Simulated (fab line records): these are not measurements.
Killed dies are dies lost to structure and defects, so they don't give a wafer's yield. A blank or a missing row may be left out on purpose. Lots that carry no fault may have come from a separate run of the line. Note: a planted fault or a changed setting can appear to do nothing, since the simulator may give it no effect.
Struck lot and sound lot, side by side :: flow sfq_line :: 16 out of 325 route steps
Sound: the wafers L714.1, L714.4, L714.5. Struck: wafers L717.1, L717.2, L717.4. Last of all comes the cause.
Per side, at each step with rows, come the tool, then ch with its chambers, and then its first start. Under that, the readings that differ: sound wafers :: struck wafers :: difference of the means :: sigmas: that difference in standard deviations of wafers without a fault.
alike: same words and numbers on both sides, and readings whose means sit less than 2 such deviations apart. not compared: any withheld reading, any reading some wafer has no value for, any bound like >300 that may hide the same value, and any number with overlapping values for which the record gives no deviation.
Wherever a step has rows on one side only, a row that says differs or no value, or a row with sigmas, the two part there. Numbers that don't overlap but have no deviation are shown without sigmas and don't part them. A reading missing from all wafers of one side parts the sides only when that side holds two or more wafers.

SFQ_I6_OVL_MEAS_942:
  sound: overlay-02 at day 62 14:19; struck: overlay-02 at day 63 21:31
  alike: I6_OVL
SFQ_TRILAYER_I6_VIA_BARC_OPEN_VIA_ETCH_235: etches BARC in O2, target depth 125 nm, time 41.7 s.
  sound on rie_diel-04 ch 1,3, day 62 14:21; struck on rie_diel-04 ch 1,2,3, day 63 21:33
  alike: drypump_motor_current_A, oes_product_au
  not compared: rf_hours_counter_h
SFQ_TRILAYER_I6_VIA_ETCH_VIA_ETCH_172: etches SiO2 in CHF3, stops on Nb, target depth 260 nm.
  sound on rie_diel-04 ch 1,3, day 62 14:23; struck on rie_diel-04 ch 1,2,3, day 63 21:35
  alike: drypump_motor_current_A, oes_product_au
SFQ_TRILAYER_I6_VIA_STRIP_STRIP_173: strips in O2.
  sound on rie_metal-04 ch 1, day 62 14:30; struck on rie_metal-02 ch 0,1, day 63 21:42
reading: oes_product_au (a.u.)
sound: 0.979 0.969 0.974
struck: 0.999 1.015 0.990
difference: +0.027
sigmas: +2
  alike: drypump_motor_current_A, platen_temp_c
  not compared: rf_hours_counter_h
then, 2 steps without rows for these wafers: SFQ_TRILAYER_I6_VIA_STRIP_SOLV_CLEAN_174 (cleans in NMP, time 600 s); SFQ_TRILAYER_M7_DEP_PRE_CLEAN_176 (time 22.5 s).
SFQ_TRILAYER_M7_DEP_SPUTTER_175: material Nb, target thk 200 nm, time 133.3 s.
  sound: pvd_sputter-05 at day 62 15:19; struck: pvd_sputter-06 at day 63 22:31
  alike: base_pressure_pa, cathode_dc_power_W, throttle_valve_pct
SFQ_M7_RS_MEAS_943: the measuring method here is four-point-probe.
  sound: film_metro-04 at day 62 15:24; struck: film_metro-04 at day 63 22:36
  alike: M7_NB_RS
then, 3 steps without rows for these wafers: SFQ_TRILAYER_M7_LITHO_COAT_182 (resist thk 62 nm); SFQ_TRILAYER_M7_LITHO_COAT_177 (resist thk 600 nm); SFQ_TRILAYER_M7_LITHO_SOFTBAKE_181.
SFQ_TRILAYER_M7_LITHO_EXPOSE_178: exposes mask M7, target cd 500 nm.
  sound on krf_scanner-02 ch 0, day 62 17:56; struck on krf_scanner-02 ch 0, day 63 23:32
reading: model.M7.overlay_x_nm (nm)
sound: 6.414 6.414 6.414
struck: 48.09 48.09 48.09
difference: +41.68
sigmas: 
  alike: mask
then, 2 steps without rows for these wafers: SFQ_TRILAYER_M7_LITHO_PEB_180 (peb time 60 s); SFQ_TRILAYER_M7_LITHO_DEVELOP_179 (time 60 s).
SFQ_M7_OVL_MEAS_945:
  sound: overlay-01 at day 62 19:26; struck: overlay-01 at day 64 01:02
reading: M7_OVL (nm)
sound: 3 9 6
struck: 48 46 47
difference: +41
sigmas: +8
SFQ_TRILAYER_M7_BARC_OPEN_METAL_ETCH_229: etches BARC in O2, target depth 125 nm, time 41.7 s.
  sound on rie_metal-04 ch 0,1, day 62 19:28; struck on rie_metal-03 ch 0, day 64 01:04
  alike: drypump_motor_current_A, oes_product_au
  not compared: rf_hours_counter_h

== WHERE THEY PART ==
Earliest at SFQ_TRILAYER_I6_VIA_STRIP_STRIP_173; latest, in this record, at SFQ_M7_OVL_MEAS_945. Later steps at which nothing parts them and some readings are alike: SFQ_TRILAYER_M7_BARC_OPEN_METAL_ETCH_229.

WHY: whatever the simulator had introduced
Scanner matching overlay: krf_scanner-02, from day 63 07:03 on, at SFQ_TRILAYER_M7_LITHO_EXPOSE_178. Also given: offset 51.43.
